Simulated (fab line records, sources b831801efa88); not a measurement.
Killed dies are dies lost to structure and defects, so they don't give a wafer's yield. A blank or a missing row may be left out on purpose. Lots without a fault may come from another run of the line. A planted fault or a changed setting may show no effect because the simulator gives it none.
A struck lot beside a sound one | flow sfq_line | 42 steps out of a route of 325
Sound: wafers L399.1, L399.4, L399.5. Struck: wafers L414.1, L414.3, L414.5. The cause comes at the end.
At each step with rows: each side's tool, then ch and its chambers, then its first start. Under that, the readings that differ: sound wafers | struck wafers | difference of the means | sigmas: that difference in standard deviations of wafers without a fault.
alike: readings whose means differ by less than 2 such deviations, and words and numbers that are the same on both sides. not compared: withheld readings, readings that some wafer has no value for, bounds like >300 that may hide the same value, and numbers for which the record gives no deviation and whose values overlap.
The two part at a step that has a row with sigmas, a row that says differs or no value, or rows on one side only. Numbers that don't overlap but have no deviation are shown without sigmas and don't part them. A reading that every wafer of one side lacks parts them only if that side has two wafers or more.

first, 6 steps without rows for these wafers: SFQ_TRILAYER_L0_VIA_LITHO_COAT_018 (resist thk 62 nm); SFQ_TRILAYER_L0_VIA_LITHO_COAT_013 (resist thk 650 nm); SFQ_TRILAYER_L0_VIA_LITHO_SOFTBAKE_017; SFQ_TRILAYER_L0_VIA_LITHO_EXPOSE_014 (exposes mask L0V, target cd 700 nm); SFQ_TRILAYER_L0_VIA_LITHO_PEB_016 (peb time 60 s); SFQ_TRILAYER_L0_VIA_LITHO_DEVELOP_015 (time 60 s).
SFQ_L0V_OVL_MEAS_903:
  sound on overlay-02, day 6 13:31; struck on overlay-02, day 11 21:34
  alike: L0V_OVL
SFQ_TRILAYER_L0_VIA_BARC_OPEN_VIA_ETCH_021: etches BARC in O2, target depth 125 nm, time 41.7 s.
  sound on rie_diel-03 ch 1,3, day 6 13:34; struck on rie_diel-03 ch 0,1,3, day 11 21:37
  alike: bias_w, drypump_motor_current_A, oes_product_au
  not compared: rf_hours_counter_h
then, 1 step without rows for these wafers: SFQ_TRILAYER_L0_VIA_ETCH_VIA_ETCH_016 (etches SiO2 in CHF3, stops on MoNx KI, target depth 80 nm).
SFQ_TRILAYER_L0_VIA_STRIP_STRIP_017: strips in O2.
  sound on rie_metal-01 ch 0,1, day 6 13:38; struck on rie_metal-03 ch 1, day 11 21:41
  alike: drypump_motor_current_A, oes_product_au
  not compared: rf_hours_counter_h
then, 2 steps without rows for these wafers: SFQ_TRILAYER_L0_VIA_STRIP_SOLV_CLEAN_018 (cleans in NMP, time 600 s); SFQ_TRILAYER_M0_DEP_PRE_CLEAN_020 (time 15 s).
SFQ_TRILAYER_M0_DEP_SPUTTER_019: material Nb, target thk 200 nm, time 133.3 s.
  sound on pvd_sputter-04, day 6 14:26; struck on pvd_sputter-03, day 11 23:05
  reading                                             | sound             | struck            | difference | sigmas
  model.Nb_of_TRILAYER_M0_DEP_SPUTTER_019.thk_nm (nm) | 201.7 201.7 201.5 | 180.2 181.9 182.3 | -20.2      |
  alike: throttle_valve_pct
SFQ_M0_RS_MEAS_904: measures by four-point-probe.
  sound on film_metro-02, day 6 14:32; struck on film_metro-04, day 11 23:11
  reading           | sound             | struck            | difference | sigmas
  M0_NB_RS (ohm/sq) | 0.882 0.883 0.881 | 0.987 0.980 0.977 | +0.099     | +10
then, 6 steps without rows for these wafers: SFQ_TRILAYER_M0_LITHO_COAT_026 (resist thk 62 nm); SFQ_TRILAYER_M0_LITHO_COAT_021 (resist thk 600 nm); SFQ_TRILAYER_M0_LITHO_SOFTBAKE_025; SFQ_TRILAYER_M0_LITHO_EXPOSE_022 (exposes mask M0, target cd 500 nm); SFQ_TRILAYER_M0_LITHO_PEB_024 (peb time 60 s); SFQ_TRILAYER_M0_LITHO_DEVELOP_023 (time 60 s).
SFQ_M0_OVL_MEAS_906:
  sound on overlay-02, day 7 13:41; struck on overlay-02, day 13 09:52
  alike: M0_OVL
then, 1 step without rows for these wafers: SFQ_TRILAYER_M0_BARC_OPEN_METAL_ETCH_031 (etches BARC in O2, target depth 125 nm, time 41.7 s).
SFQ_TRILAYER_M0_ETCH_METAL_ETCH_024: etches Nb in Cl2/Ar, stops on SiO2, target depth 240 nm, time 120 s.
  sound on rie_metal-03 ch 0,1, day 7 13:47; struck on rie_metal-04 ch 0,1, day 13 09:58
  reading               | sound             | struck            | difference | sigmas
  oes_product_au (a.u.) | 0.901 0.893 0.892 | 0.837 0.844 0.854 | -0.050     | -7
  alike: bias_w, drypump_motor_current_A
  not compared: rf_hours_counter_h
then, 3 steps without rows for these wafers: SFQ_TRILAYER_M0_STRIP_STRIP_025 (strips in O2); SFQ_TRILAYER_M0_STRIP_SOLV_CLEAN_026 (cleans in NMP, time 600 s); SFQ_TRILAYER_I0_DEP_PECVD_027 (deposits SiO2 from SiH4/N2O, time 111.11 s, target thk 500 nm).
SFQ_TRILAYER_I0_CMP_CMP_028: polishes SiO2.
  sound on cmp-01 ch 0,2, day 7 15:16; struck on cmp-02 ch 0,1,2, day 13 19:19
  alike: motor_current_A, time_to_endpoint_s
SFQ_I0_BOW_MEAS_907:
  sound on film_metro-02, day 7 17:46; struck on film_metro-02, day 13 21:49
  alike: I0_BOW
then, 7 steps without rows for these wafers: SFQ_TRILAYER_I0_METRO_MEASURE_029; SFQ_TRILAYER_I0_VIA_LITHO_COAT_036 (resist thk 62 nm); SFQ_TRILAYER_I0_VIA_LITHO_COAT_031 (resist thk 650 nm); SFQ_TRILAYER_I0_VIA_LITHO_SOFTBAKE_035; SFQ_TRILAYER_I0_VIA_LITHO_EXPOSE_032 (exposes mask I0, target cd 500 nm); SFQ_TRILAYER_I0_VIA_LITHO_PEB_034 (peb time 60 s); SFQ_TRILAYER_I0_VIA_LITHO_DEVELOP_033 (time 60 s).
-- the record jumps here: 6 days lie between the struck wafers' starts before and after --
SFQ_I0_OVL_MEAS_908:
  sound on overlay-01, day 12 13:10; struck on overlay-02, day 19 14:10
  alike: I0_OVL
SFQ_TRILAYER_I0_VIA_BARC_OPEN_VIA_ETCH_046: etches BARC in O2, target depth 125 nm, time 41.7 s.
  sound on rie_diel-01 ch 1,2,3, day 12 13:13; struck on rie_diel-02 ch 1,3, day 19 14:12
  alike: bias_w, drypump_motor_current_A, oes_product_au
  not compared: rf_hours_counter_h
SFQ_TRILAYER_I0_VIA_ETCH_VIA_ETCH_034: etches SiO2 in CHF3, stops on Nb, target depth 260 nm.
  sound on rie_diel-01 ch 1,2,3, day 12 13:15; struck on rie_diel-02 ch 1,3, day 19 14:14
  alike: bias_w, drypump_motor_current_A, oes_product_au
then, 3 steps without rows for these wafers: SFQ_TRILAYER_I0_VIA_STRIP_STRIP_035 (strips in O2); SFQ_TRILAYER_I0_VIA_STRIP_SOLV_CLEAN_036 (cleans in NMP, time 600 s); SFQ_TRILAYER_M1_DEP_PRE_CLEAN_038 (time 22.5 s).
-- the record jumps here: 63 days lie between the struck wafers' starts before and after --
SFQ_M8_BOW_MEAS_951:
  sound on film_metro-02, day 76 23:10; struck on film_metro-04, day 82 14:33
  reading                 | sound                | struck               | difference | sigmas
  M8_BOW (um)             | -14 -17 -9           | 24 -2 10             | +24        | +2
  model.etest.m0.ohm_um   | 1.763 1.769 1.766    | 1.972 1.953 1.944    | +0.190     |
  model.etest.m0.ohm_sq   | 0.8828 0.8825 0.8833 | 0.9882 0.9787 0.9764 | +0.0982    |
  model.etest.i0.link_ohm | 1.959 1.95 1.961     | 2.058 2.053 2.046    | +0.096     |

WHERE THEY PART
First at SFQ_M0_RS_MEAS_904; last, within this record, at SFQ_M8_BOW_MEAS_951.

WHY: what the simulator had put in
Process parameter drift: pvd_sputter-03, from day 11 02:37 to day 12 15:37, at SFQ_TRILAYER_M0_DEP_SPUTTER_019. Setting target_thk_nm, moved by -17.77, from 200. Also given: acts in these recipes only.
